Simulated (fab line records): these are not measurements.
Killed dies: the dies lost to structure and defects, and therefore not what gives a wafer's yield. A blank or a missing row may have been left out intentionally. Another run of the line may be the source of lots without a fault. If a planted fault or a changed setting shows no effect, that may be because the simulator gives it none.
Problem report, 8D (eight disciplines) form, completed by code || flow sky130 || the parts of the form that need people (team, actions taken, sign-off) are left out

== 1. THE ISSUE ==
At SKY_METAL3_METAL_ETCH_18, bias w averages 45.59 W over 9 wafers from 3 lots, while fault-free wafers read 48.47 W, standard deviation 0.14. That is -21 standard deviations from the usual mean.
The step: etches the open film in Cl2/BCl3, stops on SiO2, target depth 845 nm, time 183.1 s.
Earliest sighting: wafer L399.1 on rie metal-04 at day 42 06:40. At this step, 21 wafers from 7 lots have a number in the record. The rule behind "out" and "out of limits": a value lying over 4 standard deviations away from the usual mean. Any other wafer with a number is counted as sound.

== 2. WHAT IT IS AND WHAT IT IS NOT ==
{"question": "which readings at this step", "is": "bias w", "is not": "drypump motor current A"}
{"question": "which lots", "is": "L399, L401, L402", "is not": "L395, L398, L409, L410"}
{"question": "which wafers of those lots", "is": "all that have a number", "is not": "-"}
{"question": "read on which tools", "is": "rie metal-04", "is not": "rie metal-01, rie metal-02"}
{"question": "when", "is": "from day 42 06:40", "is not": "up to then (6 sound wafers); but 6 sound wafers of L409, L410 came after"}

== 3. SUSPECTS, AND WHAT RULES EACH OUT ==
Counting: any tool at a process step up to the reading is kept as a suspect provided that every lot that is out went through it and no sound lot did after the first of them.
- rie metal-01 at SKY_METAL3_DESCUM_15 (chemistry O2, time 8 s): kept. It ran every lot that is out, first L399 (day 42 06:31), and no sound lot after that; its last sound lot up to then is L395 (day 41 03:57).
- rie metal-01 at SKY_METAL3_ETCH_16 (etches BARC in N2/H2, stops on SiO2, time 88.2 s, target depth 60 nm): kept. It ran every lot that is out, first L399 (day 42 06:32), and no sound lot after that; its last sound lot up to then is L395 (day 41 03:59).
- rie metal-04 at SKY_METAL3_METAL_ETCH_18 (etches the open film in Cl2/BCl3, stops on SiO2, target depth 845 nm, time 183.1 s): kept. It ran every lot that is out, first L399 (day 42 06:40), and no sound lot after that; its last sound lot up to then is L398 (day 41 22:48). On those wafers its own readings are out: bias w.
The count leaves rie metal-01 at SKY_METAL3_DESCUM_15, rie metal-01 at SKY_METAL3_ETCH_16, and rie metal-04 at SKY_METAL3_METAL_ETCH_18.

== 4. THE CAUSE (what the simulator had put in) ==
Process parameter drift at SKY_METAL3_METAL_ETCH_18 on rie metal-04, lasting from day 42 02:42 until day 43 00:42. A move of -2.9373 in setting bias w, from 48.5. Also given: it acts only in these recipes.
Counting leaves 3 suspects; this tool is one of them.

== 5. SEQUENCE OF EFFECTS, ordered by route ==
One row per reading whose mean, taken over the struck wafers that have a number, lies over 3 standard deviations from the usual. Readings are gone through only where the record gives a usual standard deviation; hours: the median, over the lots, of the time from a lot's start at the first step in this table giving one to that lot's start at this step; sigmas: the change measured in usual standard deviations.
{"hours": 0, "step": "SKY_METAL3_METAL_ETCH_18", "reading": "bias w", "usual": "48.47 W", "on struck wafers": 45.59, "change": -2.88, "sigmas": -21}
Its process steps:
- SKY_METAL3_METAL_ETCH_18: etches the open film in Cl2/BCl3, stops on SiO2, target depth 845 nm, time 183.1 s.

== 6. HOW IT WOULD HAVE BEEN CAUGHT EARLIER ==
The fault began at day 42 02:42; the first out-of-limits reading in this record came at day 42 06:40, 4 hours later.
